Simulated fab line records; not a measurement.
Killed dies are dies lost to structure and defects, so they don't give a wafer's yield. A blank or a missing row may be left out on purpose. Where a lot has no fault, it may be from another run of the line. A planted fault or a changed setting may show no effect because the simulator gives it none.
Problem report, 8D (eight disciplines) form, completed by code || flow sky130 || the parts of the form that need people (team, actions taken, sign-off) are left out

1. PROBLEM STATEMENT
Wafers without a fault read 23.02 C, standard deviation 0.11; developer-temp-C at SKY_LDD_P_DEVELOP_06 reads a mean of 22.14 C on 6 wafers belonging to 2 lots. Relative to the usual mean, that is a shift of -8.0 standard deviations.
The step: develop time 60 s.
First observed at day 21 17:41: wafer L132.2, on litho-track-01. Wafers with a number at this step in the record: 39, from 13 lots. Rule for "out" (also "out of limits"): further than 4 standard deviations from the usual mean. Any other wafer with a number is counted as sound.

2. WHAT THIS IS AND IS NOT
{"question": "which readings at this step", "is": "developer-temp-C", "is not": "-"}
{"question": "which lots", "is": "L132, L134", "is not": "L126, L127, L128, L130, L131, L133, L142, L143, L144, L146, L149"}
{"question": "which wafers of those lots", "is": "all that have a number", "is not": "-"}
{"question": "read on which tools", "is": "litho-track-01", "is not": "litho-track-02, litho-track-04"}
{"question": "when", "is": "from day 21 17:41", "is not": "up to then (18 sound wafers); but 15 sound wafers of L142, L143, L144, L146, L149 came after"}

3. WHAT RULES OUT EACH SUSPECT
Counting: a tool stays on the suspect list if, at a process step up to the reading, it processed all lots that are out and no sound lot following the first of them.
- litho-track-01 at SKY_LDD_P_DEVELOP_06 (develop time 60 s): kept. All lots that are out passed through it, beginning with L132 at day 21 17:41, and no sound lot followed; its final sound lot before that point was L130 at day 21 12:10. Its own readings are out on those wafers: developer-temp-C.
Remaining after the count: litho-track-01 at SKY_LDD_P_DEVELOP_06.

4. THE CAUSE (what the simulator had put in)
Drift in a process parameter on litho-track-01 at SKY_LDD_P_DEVELOP_06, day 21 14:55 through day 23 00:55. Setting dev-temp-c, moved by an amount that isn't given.
Counting left only this tool.

5. THE EFFECT CHAIN, in route order
Each row: a reading whose mean over the struck wafers that have a number lies more than 3 standard deviations from the usual. Scope: only readings with a usual standard deviation given in the record; hours: median across lots of the time from each lot's start at the first step in this table that gives one to its start at this step; sigmas: change in usual standard deviations.
{"hours": 0, "step": "SKY_LDD_P_DEVELOP_06", "reading": "developer-temp-C", "usual": "23.02 C", "on struck wafers": 22.14, "change": -0.88, "sigmas": -8.0}
Here are the process steps it includes:
- SKY_LDD_P_DEVELOP_06: develop time 60 s.

6. WHAT WOULD HAVE CAUGHT IT SOONER
In this record no reading fell out of limits until day 21 17:41, 3 hours after the fault had begun at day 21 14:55.
